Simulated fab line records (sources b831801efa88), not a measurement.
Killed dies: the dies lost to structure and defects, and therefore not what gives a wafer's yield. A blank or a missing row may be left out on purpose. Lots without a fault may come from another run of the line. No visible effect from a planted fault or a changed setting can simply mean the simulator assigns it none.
fab line records | flow sky130 | part 1 of 2: steps 1 to 28 of 37
record: lots: 5 wafers: 15 last-day: 49
route steps=708 shown LI_CONTACT@370 LOCAL_INTERCONNECT@387 CONTACT@406
lots that met no fault: from a run of the same line without faults
start-h: the number of hours between the record's first day and the start of the first shown wafer of the lot | wait-h: how many hours have passed since the lot's step before this one | " unchanged from the row above | L1.1+2: several wafers, shown together as one row | - either no value or no given start | * or withheld: withheld | < > ~ a bound
route shown NAME@n: names a module that has steps shown in the file, with the first one's number in the route | usual: average and standard deviation across the fault-free wafers | same: alike in all rows | chamber/n: place in a boat | sites: per-site readings | _std_site: the values' standard deviation | _edge_site: the outer-site mean with the inner-site mean subtracted | radius-mm: for every site, how far away it sits from the centre of the wafer | mask NAME#n: copy n | behind: the tool/chamber that last shaped the wafer | hold: cause of the lot's hold/its duration in hours/its outcome | device: transistor that didn't switch, given as n, p or np | end of line: tests of these same wafers at the route's end | a step without rows: its recipe alone | killed: dies that structure and defects cost at the first sort, which is not the same as the wafer's yield | map: the dies of a wafer, with x for killed, . for not killed, _ for no die there
set.NAME: the setting as run; set.NAME@STEP: as run at that earlier step | model.NAME: the simulator's own value behind a step, which no gauge read
lots at some steps of the route; a table a step, a row a wafer
services: a tool's chamber out of use, with start hour (start-h, from the record's first day; less than 0 if before it), hours out, and reason
== steps ==
step: SKY_LI_CONTACT_SOFTBAKE_08
recipe: temp-c: 100 time-s: 90 resist: KrF-thick
usual: heater-power-total-W: 57.35/0.12
same: time-s: 90
columns lot.wafer tool chamber start-h wait-h heater-power-total-W
L077.2 litho-track-02 0 - - 57.43
L077.4 " 0 " " 57.50
L077.6 " 0 " " 57.43
L079.1 litho-track-04 0 - - 57.20
L079.3 " 0 " " 57.54
L079.5 " 0 " " 57.52
L084.2 litho-track-03 0 - - 57.37
L084.4 " 0 " " 57.57
L084.6 " 0 " " 57.38
L088.2 litho-track-02 0 - - 57.23
L088.4 " 0 " " 57.18
L088.6 " 0 " " 57.19
L090.1 litho-track-04 0 - - 57.53
L090.3 " 0 " " 57.25
L090.5 " 0 " " 57.24
step: SKY_LI_CONTACT_EXPOSE_09
recipe: mask-id: LICM1 na: 0.8 source-shape: annular sigma-inner: 0.55 sigma-outer: 0.85 target-cd-nm: 170 dose-mj: 38
columns lot.wafer tool chamber start-h wait-h mask
L077.2+4+6 krf-scanner-02 0 - - LICM1#0
L079.1+3+5 krf-scanner-01 0 - - LICM1#0
L084.2+4+6 krf-scanner-01 0 - - LICM1#0
L088.2+4+6 krf-scanner-01 0 - - LICM1#0
L090.1+3+5 krf-scanner-02 0 - - LICM1#0
step: SKY_LI_CONTACT_PEB_10
recipe: peb-temp-c: withheld peb-time-s: withheld resist: KrF-thick
columns lot.wafer tool chamber start-h wait-h
L077.2+4+6 litho-track-04 0 - -
L079.1+3+5 litho-track-02 0 - -
L084.2+4+6 litho-track-02 0 - -
L088.2+4+6 litho-track-02 0 - -
L090.1+3+5 litho-track-02 0 - -
step: SKY_LI_CONTACT_DEVELOP_11
recipe: develop-time-s: 60 resist: KrF-thick dev-temp-c: 21
columns lot.wafer tool chamber start-h wait-h
L077.2+4+6 litho-track-04 0 - -
L079.1+3+5 litho-track-02 0 - -
L084.2+4+6 litho-track-02 0 - -
L088.2+4+6 litho-track-02 0 - -
L090.1+3+5 litho-track-02 0 - -
step: SKY_LI_CONTACT_CD_MEAS_12
recipe: target-cd-nm: 170
usual: cd-nm: 170.5/1.4
columns lot.wafer tool chamber start-h wait-h cd-nm
L077.2 cd-sem-02 - 701.02 - 170.8
L077.4 " - " " 168.8
L077.6 " - " " 169.2
L079.1 cd-sem-01 - 723.81 - 170.6
L079.3 " - " " 170.1
L079.5 " - " " 168.9
L084.2 cd-sem-02 - 762.63 - 172.3
L084.4 " - " " 170.1
L084.6 " - " " 170.5
L088.2 cd-sem-01 - 793.43 - 170.2
L088.4 " - " " 169.3
L088.6 " - " " 171.9
L090.1 cd-sem-02 - 803.77 - 169.1
L090.3 " - " " 169.7
L090.5 " - " " 169.7
step: SKY_LI_CONTACT_OVL_MEAS_13
usual: LI_CONTACT_OVL: -4/4.7
columns lot.wafer tool chamber start-h wait-h LI_CONTACT_OVL[nm]
L077.2 overlay-01 - 701.13 0.1 -4
L077.4 " - " " -5
L077.6 " - " " -2
L079.1 overlay-02 - 723.95 0.1 -7
L079.3 " - " " -1
L079.5 " - " " -1
L084.2 overlay-02 - 762.74 0.1 5
L084.4 " - " " -2
L084.6 " - " " 1
L088.2 overlay-02 - 793.54 0.1 -7
L088.4 " - " " -8
L088.6 " - " " -5
L090.1 overlay-02 - 803.89 0.1 -12
L090.3 " - " " -17
L090.5 " - " " -10
step: SKY_LI_CONTACT_ETCH_14
recipe: chemistry: N2/H2 target: BARC ion-energy-ev: 200 source-w: 500 bias-w: 100 pressure-mtorr: 30 n2-flow-sccm: 100 h2-flow-sccm: 200 stop-on: SiO2 time-s: 45.9 target-depth-a: 600
usual: drypump-motor-current-A: 5.7/0.46 oes-product-au: 0.855/0.005 throttle-valve-pct: 13.223/0.0088
same: time-s: 45.9
columns lot.wafer tool chamber start-h wait-h drypump-motor-current-A oes-product-au rf-hours-counter-h throttle-valve-pct
L077.2 rie-diel-01 1 701.16 0.0 5.6 0.850 42 13.214
L077.4 " 0 " " 5.4 0.850 11 13.234
L077.6 " 1 " " 5.7 0.856 - 13.214
L079.1 rie-diel-03 1 723.99 0.0 6.4 0.854 8 13.199
L079.3 " 2 " " 5.9 0.848 4 13.223
L079.5 " 2 " " 5.9 0.861 - 13.241
L084.2 rie-diel-03 0 762.77 0.0 5.3 0.859 4 13.224
L084.4 " 1 " " 6.4 0.848 9 13.225
L084.6 " 0 " " 5.3 0.861 - 13.232
L088.2 rie-diel-01 0 793.57 0.0 5.4 0.862 14 13.229
L088.4 " 3 " " 6.3 0.857 4 13.216
L088.6 " 0 " " 5.3 0.850 - 13.232
L090.1 rie-diel-01 0 803.92 0.0 5.4 0.861 14 13.219
L090.3 " 3 " " 6.3 0.863 5 13.220
L090.5 " 1 " " 5.6 0.860 - 13.226
step: SKY_LI_CONTACT_ETCH_15
recipe: target: PSG chemistry: C4F8/O2/Ar stop-on: Si taper-deg: 4.15 mask-material: KrF-thick source-w: 1500 bias-w: 1200 pressure-mtorr: 40 c4f8-flow-sccm: withheld O2_flow_sccm: 6 Ar_flow_sccm: 300 time-s: withheld target-depth-a: 6000
usual: oes-product-au: 0.836/0.005
columns lot.wafer tool chamber start-h wait-h oes-product-au
L077.2 rie-diel-01 1 701.20 0.0 0.843
L077.4 " 0 " " 0.826
L077.6 " 1 " " 0.837
L079.1 rie-diel-03 1 724.03 0.0 0.828
L079.3 " 2 " " 0.838
L079.5 " 2 " " 0.838
L084.2 rie-diel-03 0 762.81 0.0 0.836
L084.4 " 1 " " 0.837
L084.6 " 0 " " 0.838
L088.2 rie-diel-01 0 793.61 0.0 0.839
L088.4 " 3 " " 0.836
L088.6 " 0 " " 0.831
L090.1 rie-diel-01 0 803.96 0.0 0.841
L090.3 " 3 " " 0.830
L090.5 " 1 " " 0.831
step: SKY_LI_CONTACT_STRIP_16
recipe: chemistry: O2/N2 power-w: 1400 pressure-mtorr: 1500 platen-temp-c: withheld o2-flow-sccm: 3000 n2-flow-sccm: 300 overash-fraction: 0.5
usual: drypump-motor-current-A: 5.5/0.33 oes-product-au: 0.377/0.0046 strip-time-to-endpoint-s: 3.51/0.032
same: overash-fraction: 0.5
columns lot.wafer tool chamber start-h wait-h drypump-motor-current-A oes-product-au rf-hours-counter-h strip-time-to-endpoint-s
L077.2 plasma-asher-03 0 701.29 - 5.6 0.379 25 3.53
L077.4 " 1 " " 5.6 0.385 - 3.52
L077.6 " 0 " " 5.6 0.382 - 3.52
L079.1 plasma-asher-03 1 724.12 - 5.6 0.381 28 3.50
L079.3 " 1 " " 5.6 0.371 - 3.51
L079.5 " 0 " " 5.6 0.380 - 3.51
L084.2 plasma-asher-02 1 762.90 - 4.7 0.381 88 3.47
L084.4 " 0 " " 5.8 0.368 - 3.48
L084.6 " 1 " " 4.8 0.373 - 3.47
L088.2 plasma-asher-03 0 793.70 - 5.5 0.382 35 3.55
L088.4 " 1 " " 5.6 0.376 - 3.55
L088.6 " 0 " " 5.6 0.379 - 3.57
L090.1 plasma-asher-03 0 804.05 - 5.6 0.375 36 3.57
L090.3 " 1 " " 5.6 0.372 - 3.53
L090.5 " 1 " " 5.6 0.371 - 3.55
step: SKY_LI_CONTACT_CLEAN_17
recipe: chemistry: NMP time-s: 600 temp-c: 60 dry: n2-spin
same: time-s: 600
columns lot.wafer tool chamber start-h wait-h
L077.2+4+6 wet-bench-02 2 701.39 0.1
L079.1+3+5 wet-bench-01 0 724.22 0.1
L084.2+4+6 wet-bench-01 2 763.00 0.1
L088.2+4+6 wet-bench-01 1 793.80 0.1
L090.1+3+5 wet-bench-01 3 804.15 0.1
step: SKY_LI_CONTACT_PRE_CLEAN_18
recipe: gas: Ar time-s: 5.6 bias-v: 358
same: time-s: 5.6
columns lot.wafer tool chamber start-h wait-h
L077.2+4+6 pvd-sputter-01 - 701.56 0.0
L079.1+3+5 pvd-sputter-02 - 724.39 0.0
L084.2+4+6 pvd-sputter-01 - 763.17 0.0
L088.2+4+6 pvd-sputter-02 - 793.97 0.0
L090.1+3+5 pvd-sputter-01 - 804.32 0.0
step: SKY_LI_CONTACT_SPUTTER_19
recipe: material: Ti target-thk-nm: 20 chamber-pressure-pa: 5 power-w: 2500 substrate-temp-c: 200 time-s: 106.37
usual: throttle-valve-pct: 30.4/1.1
same: time-s: 106.37
columns lot.wafer tool chamber start-h wait-h throttle-valve-pct
L077.2 pvd-sputter-01 - 701.58 0.0 32.0
L077.4 " - " " 29.3
L077.6 " - " " 29.1
L079.1 pvd-sputter-02 - 724.41 0.0 30.0
L079.3 " - " " 31.4
L079.5 " - " " 28.8
L084.2 pvd-sputter-01 - 763.19 0.0 29.3
L084.4 " - " " 29.8
L084.6 " - " " 29.2
L088.2 pvd-sputter-02 - 793.99 0.0 31.3
L088.4 " - " " 28.8
L088.6 " - " " 31.5
L090.1 pvd-sputter-01 - 804.34 0.0 29.3
L090.3 " - " " 29.9
L090.5 " - " " 29.2
step: SKY_LI_CONTACT_SPUTTER_20
recipe: material: TiN target-thk-nm: 20 chamber-pressure-pa: 5 power-w: 4000 time-s: 80
usual: throttle-valve-pct: 30.4/1.1
same: time-s: 80
columns lot.wafer tool chamber start-h wait-h throttle-valve-pct
L077.2 pvd-sputter-01 - 701.66 0.0 32.1
L077.4 " - " " 29.0
L077.6 " - " " 29.1
L079.1 pvd-sputter-02 - 724.49 0.0 29.9
L079.3 " - " " 31.4
L079.5 " - " " 29.0
L084.2 pvd-sputter-01 - 763.27 0.0 29.0
L084.4 " - " " 29.8
L084.6 " - " " 29.1
L088.2 pvd-sputter-02 - 794.07 0.0 31.4
L088.4 " - " " 28.7
L088.6 " - " " 31.5
L090.1 pvd-sputter-01 - 804.42 0.0 29.0
L090.3 " - " " 29.5
L090.5 " - " " 29.1
step: SKY_LI_CONTACT_CVD_21
recipe: material: W target-thk-nm: 400 time-s: 120.56 temp-c: 400 pressure-torr: 40
usual: heater-power-w: 876/78
same: time-s: 120.56
columns lot.wafer tool chamber start-h wait-h heater-power-w
L077.2 cvd-w-01 0 701.72 0.0 847
L077.4 " 0 " " 850
L077.6 " 0 " " 845
L079.1 cvd-w-02 0 724.55 0.0 761
L079.3 " 1 " " 871
L079.5 " 1 " " 891
L084.2 cvd-w-01 1 763.33 0.0 971
L084.4 " 1 " " 933
L084.6 " 1 " " 943
L088.2 cvd-w-01 1 794.13 0.0 1000
L088.4 " 1 " " 944
L088.6 " 1 " " 945
L090.1 cvd-w-01 0 804.48 0.0 888
L090.3 " 0 " " 887
L090.5 " 0 " " 901
step: SKY_LI_CONTACT_RS_MEAS_22
recipe: thk-meas-gauge: four-point-probe reads: W_of_LI_CONTACT_CVD_21+TiN_of_LI_CONTACT_SPUTTER_20+Ti_of_LI_CONTACT_SPUTTER_19
usual: LI_CONTACT_W_RS: 0.282/0.0071
columns lot.wafer tool chamber start-h wait-h LI_CONTACT_W_RS[ohm/sq]
L077.2 film-metro-01 - 701.86 0.1 0.288
L077.4 " - " " 0.290
L077.6 " - " " 0.289
L079.1 film-metro-01 - 724.68 0.1 0.286
L079.3 " - " " 0.286
L079.5 " - " " 0.286
L084.2 film-metro-03 - 763.48 0.1 0.286
L084.4 " - " " 0.284
L084.6 " - " " 0.281
L088.2 film-metro-04 - 794.28 0.1 0.286
L088.4 " - " " 0.286
L088.6 " - " " 0.288
L090.1 film-metro-04 - 804.61 0.1 0.279
L090.3 " - " " 0.277
L090.5 " - " " 0.276
step: SKY_LI_CONTACT_THK_MEAS_23
recipe: thk-meas-gauge: xrf reads: W_of_LI_CONTACT_CVD_21
usual: LI_CONTACT_W_THK: 398/11
columns lot.wafer tool chamber start-h wait-h LI_CONTACT_W_THK[nm]
L077.2 film-metro-01 - 701.97 0.1 384
L077.4 " - " " 379
L077.6 " - " " 383
L079.1 film-metro-01 - 724.80 0.1 390
L079.3 " - " " 391
L079.5 " - " " 392
L084.2 film-metro-03 - 763.59 0.1 393
L084.4 " - " " 395
L084.6 " - " " 397
L088.2 film-metro-04 - 794.39 0.1 397
L088.4 " - " " 397
L088.6 " - " " 394
L090.1 film-metro-04 - 804.73 0.1 404
L090.3 " - " " 409
L090.5 " - " " 407
step: SKY_LI_CONTACT_CMP_24
recipe: stop-on: PSG t-overpolish-s: 20 down-force-psi: 3.5 platen-rpm: 60 target-thk-nm: 0 pad-velocity-m-s: 0.94248
usual: motor-current-A: 11.2/0.76 overpolish-run-s: 20.000/0.0096 time-to-endpoint-s: 98/4
columns lot.wafer tool chamber start-h wait-h motor-current-A overpolish-run-s time-to-endpoint-s
L077.4 cmp-01 0 702.12 0.1 9.6 20.005 100
L077.2 " 1 " " 11.4 20.020 96
L077.6 " 3 " " 11.4 20.014 95
L079.1 cmp-01 0 724.96 0.1 9.9 20.010 95
L079.3 " 1 " " 11.7 19.998 91
L079.5 " 3 " " 11.0 20.000 91
L084.2 cmp-02 3 763.74 0.1 12.7 19.993 97
L084.4 " 0 " " 11.8 20.011 98
L084.6 " 1 " " 10.4 20.002 96
L088.2 cmp-01 2 794.49 0.1 9.9 19.993 95
L088.4 " 0 " " 10.0 19.995 95
L088.6 " 1 " " 11.9 20.000 95
L090.3 cmp-01 3 804.84 0.1 11.3 19.992 96
L090.1 " 0 " " 10.0 20.003 100
L090.5 " 2 " " 11.0 19.990 103
step: SKY_LOCAL_INTERCONNECT_SPUTTER_00
recipe: material: TiN target-thk-nm: 100 temp-c: 300 power-w: 6500 time-s: 83.3 chamber-pressure-pa: 0.4
usual: throttle-valve-pct: 30.1/0.84
same: time-s: 83.3
columns lot.wafer tool chamber start-h wait-h throttle-valve-pct
L077.2 pvd-sputter-04 - 702.32 0.1 30.6
L077.4 " - " " 30.1
L077.6 " - " " 30.0
L079.1 pvd-sputter-01 - 725.16 0.1 29.0
L079.3 " - " " 29.9
L079.5 " - " " 28.9
L084.2 pvd-sputter-02 - 763.94 0.1 28.7
L084.4 " - " " 30.0
L084.6 " - " " 30.0
L088.2 pvd-sputter-04 - 794.74 0.2 30.0
L088.4 " - " " 30.6
L088.6 " - " " 30.7
L090.1 pvd-sputter-04 - 805.09 0.1 30.3
L090.3 " - " " 29.9
L090.5 " - " " 29.4
step: SKY_LOCAL_INTERCONNECT_RS_MEAS_01
recipe: thk-meas-gauge: four-point-probe reads: TiN_of_LOCAL_INTERCONNECT_SPUTTER_00
usual: LOCAL_INTERCONNECT_TIN_RS: 14.09/0.15
columns lot.wafer tool chamber start-h wait-h LOCAL_INTERCONNECT_TIN_RS[ohm/sq]
L077.2 film-metro-02 - 702.41 0.1 13.96
L077.4 " - " " 14.07
L077.6 " - " " 14.05
L079.1 film-metro-01 - 725.22 0.0 14.02
L079.3 " - " " 13.95
L079.5 " - " " 14.07
L084.2 film-metro-01 - 764.02 0.1 13.73
L084.4 " - " " 13.79
L084.6 " - " " 13.94
L088.2 film-metro-02 - 794.82 0.1 14.01
L088.4 " - " " 13.91
L088.6 " - " " 13.98
L090.1 film-metro-02 - 805.15 0.0 14.19
L090.3 " - " " 14.16
L090.5 " - " " 14.19
step: SKY_LOCAL_INTERCONNECT_THK_MEAS_02
recipe: thk-meas-gauge: xrf reads: TiN_of_LOCAL_INTERCONNECT_SPUTTER_00
usual: LOCAL_INTERCONNECT_TIN_THK: 100.0/1.1
columns lot.wafer tool chamber start-h wait-h LOCAL_INTERCONNECT_TIN_THK[nm]
L077.2 film-metro-02 - 702.52 0.1 101.1
L077.4 " - " " 100.1
L077.6 " - " " 100.1
L079.1 film-metro-01 - 725.34 0.1 100.1
L079.3 " - " " 101.2
L079.5 " - " " 99.6
L084.2 film-metro-01 - 764.13 0.1 102.7
L084.4 " - " " 102.2
L084.6 " - " " 100.5
L088.2 film-metro-02 - 794.93 0.1 100.1
L088.4 " - " " 101.4
L088.6 " - " " 100.2
L090.1 film-metro-02 - 805.27 0.1 98.7
L090.3 " - " " 99.0
L090.5 " - " " 98.7
step: SKY_LOCAL_INTERCONNECT_DEHYDRATE_03
recipe: temp-c: 200 time-s: 60
usual: heater-power-total-W: 160.39/0.11
same: time-s: 60
columns lot.wafer tool chamber start-h wait-h heater-power-total-W
L077.2 litho-track-04 0 715.78 13.3 160.29
L077.4 " 0 " " 160.50
L077.6 " 0 " " 160.47
L079.1 litho-track-04 0 738.40 13.1 160.44
L079.3 " 0 " " 160.40
L079.5 " 0 " " 160.56
L084.2 litho-track-04 0 776.78 12.6 160.58
L084.4 " 0 " " 160.31
L084.6 " 0 " " 160.63
L088.2 litho-track-04 0 807.18 12.2 160.48
L088.4 " 0 " " 160.27
L088.6 " 0 " " 160.27
L090.1 litho-track-01 0 818.13 12.9 160.19
L090.3 " 0 " " 160.22
L090.5 " 0 " " 160.29
step: SKY_LOCAL_INTERCONNECT_HMDS_04
recipe: prime-time-s: 60 prime-temp-c: 120
columns lot.wafer tool chamber start-h wait-h
L077.2+4+6 litho-track-04 0 715.93 0.1
L079.1+3+5 litho-track-04 0 738.55 0.1
L084.2+4+6 litho-track-04 0 776.93 0.1
L088.2+4+6 litho-track-04 0 807.33 0.1
L090.1+3+5 litho-track-01 0 818.28 0.1
step: SKY_LOCAL_INTERCONNECT_COAT_05
recipe: resist: BARC temp-c: withheld time-s: withheld spin-rpm: 3000 resist-thk-nm: 60
usual: dispense-pressure-kPa: 50.5/1.8
columns lot.wafer tool chamber start-h wait-h dispense-pressure-kPa
L077.2 litho-track-04 0 716.08 0.1 51.9
L077.4 " 0 " " 51.9
L077.6 " 0 " " 52.0
L079.1 litho-track-04 0 738.70 0.1 51.9
L079.3 " 0 " " 51.9
L079.5 " 0 " " 51.9
L084.2 litho-track-04 0 777.08 0.1 51.9
L084.4 " 0 " " 52.0
L084.6 " 0 " " 51.9
L088.2 litho-track-04 0 807.48 0.1 52.0
L088.4 " 0 " " 51.9
L088.6 " 0 " " 52.0
L090.1 litho-track-01 0 818.43 0.1 51.2
L090.3 " 0 " " 51.2
L090.5 " 0 " " 51.2
step: SKY_LOCAL_INTERCONNECT_COAT_06
recipe: resist: KrF-thick spin-rpm: 3000 resist-thk-nm: 450
usual: dispense-pressure-kPa: 50.5/1.8
columns lot.wafer tool chamber start-h wait-h dispense-pressure-kPa
L077.2 litho-track-04 0 - - 52.0
L077.4 " 0 " " 52.0
L077.6 " 0 " " 52.0
L079.1 litho-track-04 0 - - 52.0
L079.3 " 0 " " 52.0
L079.5 " 0 " " 52.0
L084.2 litho-track-04 0 - - 52.0
L084.4 " 0 " " 52.0
L084.6 " 0 " " 52.0
L088.2 litho-track-04 0 - - 51.9
L088.4 " 0 " " 51.9
L088.6 " 0 " " 51.9
L090.1 litho-track-01 0 - - 51.2
L090.3 " 0 " " 51.2
L090.5 " 0 " " 51.2
step: SKY_LOCAL_INTERCONNECT_SOFTBAKE_07
recipe: temp-c: 100 time-s: 90 resist: KrF-thick
usual: heater-power-total-W: 57.36/0.12
same: time-s: 90
columns lot.wafer tool chamber start-h wait-h heater-power-total-W
L077.2 litho-track-04 0 - - 57.23
L077.4 " 0 " " 57.30
L077.6 " 0 " " 57.35
L079.1 litho-track-04 0 - - 57.34
L079.3 " 0 " " 57.22
L079.5 " 0 " " 57.29
L084.2 litho-track-04 0 - - 57.17
L084.4 " 0 " " 57.26
L084.6 " 0 " " 57.40
L088.2 litho-track-04 0 - - 57.27
L088.4 " 0 " " 57.38
L088.6 " 0 " " 57.40
L090.1 litho-track-01 0 - - 57.48
L090.3 " 0 " " 57.35
L090.5 " 0 " " 57.38
step: SKY_LOCAL_INTERCONNECT_EXPOSE_08
recipe: mask-id: LI1M na: 0.8 source-shape: annular sigma-inner: 0.55 sigma-outer: 0.85 target-cd-nm: 170 dose-mj: 28
columns lot.wafer tool chamber start-h wait-h mask
L077.2+4+6 krf-scanner-02 0 - - LI1M#0
L079.1+3+5 krf-scanner-01 0 - - LI1M#0
L084.2+4+6 krf-scanner-02 0 - - LI1M#0
L088.2+4+6 krf-scanner-02 0 - - LI1M#0
L090.1+3+5 krf-scanner-01 0 - - LI1M#0
step: SKY_LOCAL_INTERCONNECT_PEB_09
recipe: peb-temp-c: withheld peb-time-s: withheld resist: KrF-thick
columns lot.wafer tool chamber start-h wait-h
L077.2+4+6 litho-track-02 0 - -
L079.1+3+5 litho-track-01 0 - -
L084.2+4+6 litho-track-01 0 - -
L088.2+4+6 litho-track-04 0 - -
L090.1+3+5 litho-track-01 0 - -
step: SKY_LOCAL_INTERCONNECT_DEVELOP_10
recipe: develop-time-s: 60 resist: KrF-thick dev-temp-c: 21
columns lot.wafer tool chamber start-h wait-h
L077.2+4+6 litho-track-02 0 - -
L079.1+3+5 litho-track-01 0 - -
L084.2+4+6 litho-track-01 0 - -
L088.2+4+6 litho-track-04 0 - -
L090.1+3+5 litho-track-01 0 - -
